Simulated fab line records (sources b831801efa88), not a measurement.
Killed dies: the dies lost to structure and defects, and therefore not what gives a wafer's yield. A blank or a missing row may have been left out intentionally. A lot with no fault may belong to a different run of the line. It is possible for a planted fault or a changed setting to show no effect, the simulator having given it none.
Matching of chambers | flow sky130 | rie-diel-04 running SKY_VIA1_ETCH_14: 4 sister chambers
The step etches BARC in N2/H2, stops on SiO2, time 45.9 s, target depth 60 nm. 14 wafers are shown with their chamber, then 7 later ones without.

EACH WAFER AND ITS CHAMBER
wafer  | chamber | drypump-motor-current-A (A) | throttle-valve-pct (%) | h2-flow-sccm (sccm)
L967.2 | 1       | 6.15                        | 13.231                 | 201.2
L967.4 | 3       | 5.65                        | 13.235                 | 200.6
L967.5 | 0       | 5.86                        | 13.231                 | 199.9
L968.2 | 2       | 6.03                        | 13.222                 | 199.8
L968.4 | 1       | 6.11                        | 13.226                 | 200.2
L968.6 | 0       | 5.85                        | 13.220                 | 200.9
L970.2 | 0       | 5.86                        | 13.238                 | 200.3
L970.5 | 0       | 5.84                        | 13.229                 | 200.1
L970.6 | 3       | 5.63                        | 13.223                 | 200.0
L971.1 | 1       | 6.11                        | 13.230                 | 199.9
L971.5 | 1       | 6.13                        | 13.206                 | 200.0
L971.6 | 2       | 6.04                        | 13.216                 | 199.9
L972.1 | 0       | 5.87                        | 13.220                 | 199.0
L972.2 | 1       | 6.11                        | 13.217                 | 200.0

SIGNATURES, as means of the wafers listed above
reading                 | chamber 0 | chamber 1 | chamber 2 | chamber 3 | scatter within a chamber
drypump-motor-current-A | 5.8560    | 6.1220    | 6.0350    | 5.6400    | 0.0143
throttle-valve-pct      | 13.22760  | 13.22200  | 13.21900  | 13.22900  | 0.00877
h2-flow-sccm            | 200.040   | 200.260   | 199.850   | 200.300   | 0.57
Rule: for each reading, subtract the chamber's mean from the wafer's reading, divide by that reading's scatter and square the result; add these up over the readings and take the root, which gives the wafer's distance from the chamber. If the next closest chamber is less than 2 further off than the closest, the wafer can't be placed; otherwise it belongs to the closest. The scatter is the square root of a quotient: the sum, over the shown wafers, of each reading's squared deviation from its chamber's mean, divided by wafers minus chambers.

WAFERS WHOSE CHAMBER IS MISSING
wafer  | drypump-motor-current-A (A) | throttle-valve-pct (%) | h2-flow-sccm (sccm)
L972.5 | 5.87                        | 13.222                 | 199.9
L975.3 | 6.13                        | 13.237                 | 200.8
L975.4 | 6.01                        | 13.237                 | 199.6
L975.5 | 6.14                        | 13.224                 | 200.4
L978.2 | 6.03                        | 13.202                 | 200.1
L978.3 | 5.64                        | 13.230                 | 198.8
L978.5 | 6.02                        | 13.219                 | 199.7

WHICH CHAMBER EACH ONE RAN IN
wafer  | from the rows above | in truth
L972.5 | 0                   | 0
L975.3 | 1                   | 1
L975.4 | 2                   | 2
L975.5 | 1                   | 1
L978.2 | 2                   | 2
L978.3 | 3                   | 3
L978.5 | 2                   | 2
7 of 7 placed correctly. Left unplaced by these rows: 0. Placed wrongly: 0.
